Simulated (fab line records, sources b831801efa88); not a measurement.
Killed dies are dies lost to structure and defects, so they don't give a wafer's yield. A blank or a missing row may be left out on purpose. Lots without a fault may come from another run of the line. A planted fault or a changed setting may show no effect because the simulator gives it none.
Which tool did it? | flow sky130 | 6 lots, 18 wafers sampled, at 1 step of a route of 708

WHAT THE GAUGES READ, wafer by wafer
SKY_SONOS_ONO_THK_MEAS_05.
lot  | measured     | on            | SONOS_ONO_CVD_04_THK (nm)
L836 | day 12 09:33 | film_metro-01 | 5.73 5.66 5.70
L840 | day 13 10:49 | film_metro-03 | 5.73 5.52 5.75
L842 | day 14 06:13 | film_metro-01 | 5.59 5.65 5.69
L844 | day 15 01:35 | film_metro-03 | 5.90 5.81 5.85
L854 | day 18 05:27 | film_metro-03 | 5.86 5.94 5.91
L856 | day 19 00:26 | film_metro-03 | 5.82 5.66 5.93

WHICH TOOL RAN EACH LOT (tool, then ch and the chambers of the sampled wafers, then the start)
The record holds no process step before these readings.

THE ANSWER, worked out from the rows above alone
Rule: what is usual is taken from the lots themselves. Put in order of their means at a reading, lots are off if they are a third of the lots or fewer, leave a main group of 4 or more, and stand apart from it by a gap of 3 or more times the standard deviation of the main group's means; of several such gaps the widest counts. A main group whose means are all the same, to the digits that the tables above print for the reading, isn't used. A lot without any number at a reading at which 4 lots or more have one is off too. The other lots that the step has rows for count as sound.
No lot is off at any reading shown: from this, nothing can be told.

WHAT THE SIMULATOR HAD PUT IN
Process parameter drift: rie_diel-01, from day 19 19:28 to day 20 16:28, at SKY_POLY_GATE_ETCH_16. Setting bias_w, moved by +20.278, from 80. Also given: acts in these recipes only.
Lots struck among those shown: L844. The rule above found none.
